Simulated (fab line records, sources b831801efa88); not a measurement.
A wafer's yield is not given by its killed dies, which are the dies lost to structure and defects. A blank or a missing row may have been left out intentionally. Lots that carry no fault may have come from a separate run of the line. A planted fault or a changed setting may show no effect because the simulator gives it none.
A struck lot beside a sound one | flow sky130 | 42 steps out of a route of 708
Sound: these wafers, L105.1, L105.3, L105.4. Struck: wafer L120.2 (left out: L120.3, a lot-mate that was not struck); the cause follows at the end.
Order at every step that has rows: each side's tool, ch and its chambers, its first start. Under that, the readings that differ: sound wafers | struck wafers | difference of the means | sigmas: that difference in standard deviations of wafers without a fault.
alike: readings whose means differ by less than 2 such deviations, and words and numbers that are the same on both sides. not compared: withheld readings, readings that some wafer has no value for, bounds like >300 that may hide the same value, and numbers for which the record gives no deviation and whose values overlap.
The two part at a step that has a row with sigmas, a row that says differs or no value, or rows on one side only. Numbers that have no deviation but don't overlap get no sigmas and don't part them. A reading that every wafer of one side lacks parts them only if that side has two wafers or more.

first, 5 steps without rows for these wafers: SKY_VIA4_STRIP_14 (strips in post etch residue remover, time 1200 s); SKY_VIA4_CLEAN_15 (cleans in IPA, time 180 s); SKY_VIA4_CLEAN_16 (cleans in O3/DIW); SKY_VIA4_SPUTTER_17 (material TiN, target thk 20 nm, time 80 s); SKY_VIA4_CVD_18 (deposits W, target thk 505 nm, time 152.14 s).
SKY_VIA4_RS_MEAS_19: a four-point-probe measurement.
  sound: film metro-03 at day 44 01:13; struck: film metro-01 at day 47 13:33
  alike: VIA4_W_RS
SKY_VIA4_THK_MEAS_20: measures by xrf.
  sound: film metro-03 at day 44 01:20; struck: film metro-01 at day 47 13:40
  alike: VIA4_W_THK
SKY_VIA4_CMP_21: polishes, stops on SiO2, t overpolish 25 s, target thk 0 nm.
  sound on cmp-02 ch 1,2,3, day 44 01:24; struck on cmp-01 ch 1, day 47 13:46
  alike: motor current A, overpolish run s, platen rpm, slurry flow ml min, time to endpoint s
SKY_METAL5_SPUTTER_00: material Ti, target thk 15 nm, time 10 s.
  sound: pvd sputter-02 at day 44 01:42; struck: pvd sputter-02 at day 47 14:01
  alike: throttle valve pct
then, 1 step without rows for these wafers: SKY_METAL5_SPUTTER_01 (material TiN, target thk 20 nm, time 16.7 s).
SKY_METAL5_SPUTTER_02: material AlCu, target thk 1150 nm, time 61.2 s.
  sound: pvd sputter-02 at day 44 01:44; struck: pvd sputter-02 at day 47 14:04
  alike: throttle valve pct
then, 1 step without rows for these wafers: SKY_METAL5_SPUTTER_03 (material Ti, target thk 5 nm, time 3.3 s).
SKY_METAL5_SPUTTER_04: material TiN, target thk 70 nm, time 58.3 s.
  sound: pvd sputter-02 at day 44 01:49; struck: pvd sputter-02 at day 47 14:08
  reading                                    | sound             | struck | difference | sigmas
  model.TiN_of_METAL5_SPUTTER_04.thk nm (nm) | 69.14 69.18 68.93 | 57.37  | -11.71     |
  alike: throttle valve pct
SKY_METAL5_RS_MEAS_05: a four-point-probe measurement.
  sound: film metro-02 at day 44 01:52; struck: film metro-03 at day 47 14:12
  reading                 | sound                | struck | difference | sigmas
  METAL5_ALCU_RS (ohm/sq) | 0.0278 0.0277 0.0278 | 0.0269 | -0.0009    | -3
SKY_METAL5_THK_MEAS_06: measures by xrf.
  sound: film metro-02 at day 44 01:59; struck: film metro-03 at day 47 14:19
  reading              | sound          | struck | difference | sigmas
  METAL5_ALCU_THK (nm) | 1107 1117 1100 | 1176   | +68        | +5
then, 8 steps without rows for these wafers: SKY_METAL5_DEHYDRATE_07 (time 60 s); SKY_METAL5_HMDS_08 (prime time 60 s); SKY_METAL5_COAT_09 (resist thk 1800 nm); SKY_METAL5_SOFTBAKE_10 (time 60 s); SKY_METAL5_EXPOSE_11 (exposes mask MM5, target cd 1600 nm); SKY_METAL5_PEB_12; SKY_METAL5_DEVELOP_13 (develop time 60 s); SKY_METAL5_DESCUM_14 (chemistry O2, time 11 s).
SKY_METAL5_METAL_ETCH_15: etches the open film in Cl2/BCl3, stops on SiO2, target depth 1260 nm, time 252 s.
  sound on rie metal-02 ch 0,1, day 44 23:30; struck on rie metal-01 ch 0, day 48 07:43
  reading               | sound             | struck | difference | sigmas
  oes product au (a.u.) | 0.902 0.892 0.889 | 0.884  | -0.010     | -2
  alike: drypump motor current A, throttle valve pct
  not compared: rf hours counter h
then, 1 step without rows for these wafers: SKY_METAL5_STRIP_16 (strips in O2/N2).
SKY_METAL5_STRIP_17: strips in post etch residue remover, time 1200 s.
  sound on wet bench-03 ch 0, day 44 23:50; struck on wet bench-02 ch 2, day 48 08:03
  reading                                    | sound             | struck | difference | sigmas
  model.TiN_of_METAL5_SPUTTER_04.thk nm (nm) | 68.72 68.75 68.51 | 56.96  | -11.70     |
  alike: bath guard temp C
then, 2 steps without rows for these wafers: SKY_METAL5_CLEAN_18 (cleans in IPA, time 180 s); SKY_METAL5_CLEAN_19 (cleans in O3/DIW).
SKY_PASSIVATION_CVD_00: deposits SiO2, target thk 90 nm.
  sound on pecvd-03 ch 0,1, day 45 00:19; struck on pecvd-02 ch 1, day 48 08:32
  alike: heater power w
SKY_PASSIVATION_THK_MEAS_01:
  sound: film metro-02 at day 45 00:22; struck: film metro-04 at day 48 08:34
  alike: PASSIVATION_CVD_00_THK
then, 1 step without rows for these wafers: SKY_PASSIVATION_CVD_02 (deposits Si3N4, target thk 540 nm).
SKY_PASSIVATION_THK_MEAS_03:
  sound: film metro-04 at day 45 00:49; struck: film metro-02 at day 48 08:52
  alike: PASSIVATION_CVD_02_THK
then, 7 steps without rows for these wafers: SKY_PASSIVATION_DEHYDRATE_04 (time 60 s); SKY_PASSIVATION_HMDS_05 (prime time 60 s); SKY_PASSIVATION_COAT_06 (resist thk 3000 nm); SKY_PASSIVATION_SOFTBAKE_07; SKY_PASSIVATION_EXPOSE_08 (exposes mask NSM, target cd 3000 nm); SKY_PASSIVATION_PEB_09; SKY_PASSIVATION_DEVELOP_10 (develop time 60 s).
SKY_PASSIVATION_ETCH_11: etches the open film in CF4/O2, stops on AlCu, target depth 725 nm, time 161.1 s.
  sound on rie diel-02 ch 0,1,3, day 45 21:59; struck on rie diel-01 ch 1, day 49 02:55
  reading                                 | sound           | struck | difference | sigmas
  model.PASSIVATION.feature depth nm (nm) | 702 703.4 709.9 | 698.1  | -7.0       |
  alike: drypump motor current A, oes product au, throttle valve pct
  not compared: rf hours counter h
then, 1 step without rows for these wafers: SKY_PASSIVATION_STRIP_12 (strips in O2/N2).
SKY_PAD_OPEN_PROBE_99:
  sound: prober-02 at day 46 20:49; struck: prober-02 at day 49 22:47
  reading                  | sound       | struck | difference | sigmas
  sort_bin_3_pad_short (%) | 0.6 1.6 1.2 | 0.2    | -0.9       | -2
  alike: defect limited yield, killed_at_M0_to_M3, killed_at_M4_up, killed at contacts, killed at front end, killed dies, killed open, killed short, sort_bin_5_function, sort_bin_6_memory, sort n pass, sort yield pct

## WHERE THEY PART
Earliest at SKY_METAL5_RS_MEAS_05; latest, in this record, at SKY_PAD_OPEN_PROBE_99.

WHY: what had been put in by the simulator
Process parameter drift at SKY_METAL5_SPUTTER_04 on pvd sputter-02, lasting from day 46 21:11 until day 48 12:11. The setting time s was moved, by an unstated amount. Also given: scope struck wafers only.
